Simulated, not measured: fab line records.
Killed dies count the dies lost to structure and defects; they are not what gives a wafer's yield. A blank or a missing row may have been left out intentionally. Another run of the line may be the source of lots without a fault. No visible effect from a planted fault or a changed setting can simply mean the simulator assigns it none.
2 desks looking at one fault -- flow sky130 -- only its own numbers are on each desk; what lay behind them is given at the end

THE TOOL OWNER'S DESK: cvd-w-02
The tool's own readings at SKY_CONTACT_CVD_24 (deposits W, target thk 340 nm, time 102.12 s): means of the sampled wafers that have a number, for each lot that ran on this tool. The brackets show how far a lot's mean lies from the usual mean; more than 4 standard deviations puts the lot out of limits, marked OUT.
Columns: A = heater-power-outer-w at SKY_CONTACT_CVD_24, usual 547 W; B = heater-power-w at SKY_CONTACT_CVD_24, usual 869 W
lot,first seen here,A,B
L485,day 33 01:26,530,872
L489,day 34 05:04,545,876
L490,day 34 15:25,538,867
L499,day 37 07:47,532,863
L501,day 37 21:38,532,859
L504,day 38 15:06,534,866
L505,day 38 22:25,550,882
This desk's verdict: no lot among the 7 shows anything out of limits.

THE METROLOGY DESK
Means of the sampled wafers that have a number, per lot and without regard to the tool the lot ran on: this is what the gauges read. The brackets show how far a lot's mean lies from the usual mean; more than 4 standard deviations puts the lot out of limits, marked OUT.
Columns: A = POLY_GATE_CVD_00_THK at SKY_POLY_GATE_THK_MEAS_01, usual 179.7 nm; B = CONTACT_W_RS at SKY_CONTACT_RS_MEAS_25, usual 0.337 ohm/sq; C = CONTACT_W_THK at SKY_CONTACT_THK_MEAS_26, usual 338 nm
lot,first seen here,A,B,C
L482,day 14 07:11,179.3,0.339,336
L483,day 14 18:07,180.8,0.341,334
L485,day 15 12:07,179.3,0.334,339
L487,day 16 03:52,176.3,0.341,337
L489,day 16 16:30,179.4,0.317 (-4.6) OUT,359 (+4.0) OUT
L490,day 17 07:05,179.8,0.323,352
L499,day 20 08:17,178.9,0.333,346
L501,day 20 20:34,180.3,0.333,337
L502,day 21 03:08,176.4,0.344,326
L503,day 21 13:26,179.1,0.344,334
L504,day 21 18:59,180.2,0.333,344
L505,day 22 03:37,179.6,0.334,343
Per this desk, out of limits: L489; the first was L489, day 34 05:11 (CONTACT_W_RS at SKY_CONTACT_RS_MEAS_25). L482, L483, L485, L487, L490, L499, L501, L502, L503, L504, L505: within limits.

ALL TOGETHER
The metrology desk could have raised an alarm at day 34 05:11, on L489.
The desk of the tool owner found nothing out of limits.
The tool owner's desk has L489 on record, within its limits.
All the named lots went through SKY_CONTACT_CVD_24 on cvd-w-02.

WHAT HAD BEEN PUT IN BY THE SIMULATOR
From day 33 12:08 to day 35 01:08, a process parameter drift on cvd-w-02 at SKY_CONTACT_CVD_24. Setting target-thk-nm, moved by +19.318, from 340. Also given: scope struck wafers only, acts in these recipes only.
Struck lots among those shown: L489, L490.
Delay in hours, fault start to first out-of-limits reading, per desk: metrology desk 17.
